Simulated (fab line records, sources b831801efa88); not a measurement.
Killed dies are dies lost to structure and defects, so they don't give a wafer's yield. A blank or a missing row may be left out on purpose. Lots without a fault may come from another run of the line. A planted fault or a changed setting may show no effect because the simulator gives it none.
Chamber matching | flow gf180mcu | GF_PASSIVATION_CVD_02 on pecvd-04: 3 sister chambers
The step deposits Si3N4, target thk 700 nm, time 486.18 s. 3 wafers are shown with their chamber, then 8 later ones without.

WAFERS WITH THEIR CHAMBER
wafer  | chamber | heater_power_w (W)
L083.1 | 2       | 710
L083.5 | 0       | 773
L086.1 | 1       | 599

WAFERS WITHOUT THEIR CHAMBER
wafer  | heater_power_w (W)
L086.2 | 726
L086.5 | 633
L091.2 | 780
L091.3 | 537
L091.5 | 787
L092.2 | 641
L092.4 | 522
L092.6 | 689

WHICH CHAMBER EACH WENT THROUGH
wafer  | from the rows above          | in truth
L086.2 | can't be placed: 2 or 0      | 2
L086.5 | can't be placed: 1 or 2      | 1
L091.2 | can't be placed: 0 or 2      | 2
L091.3 | 1                            | 1
L091.5 | can't be placed: 0 or 2      | 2
L092.2 | can't be placed: 1 or 2      | 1
L092.4 | 1                            | 1
L092.6 | can't be placed: 2 or 0 or 1 | 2
Placed correctly: 2 of 8. Can't be placed from these rows: 6 (the true chamber is among the candidates in 6). Placed wrongly: 0.
How it was worked out, from the rows above alone: a wafer's distance from a chamber is the root of the sum, over the readings, of the square of ((its reading less the chamber's mean) divided by the reading's scatter). The wafer belongs to the nearest chamber; if the next one is less than 2 further off, it can't be placed. A chamber's mean is the mean of its shown wafers. The scatter: with one shown wafer a chamber, the root of the mean of the squares of how far each hidden wafer lies from its nearest shown one.
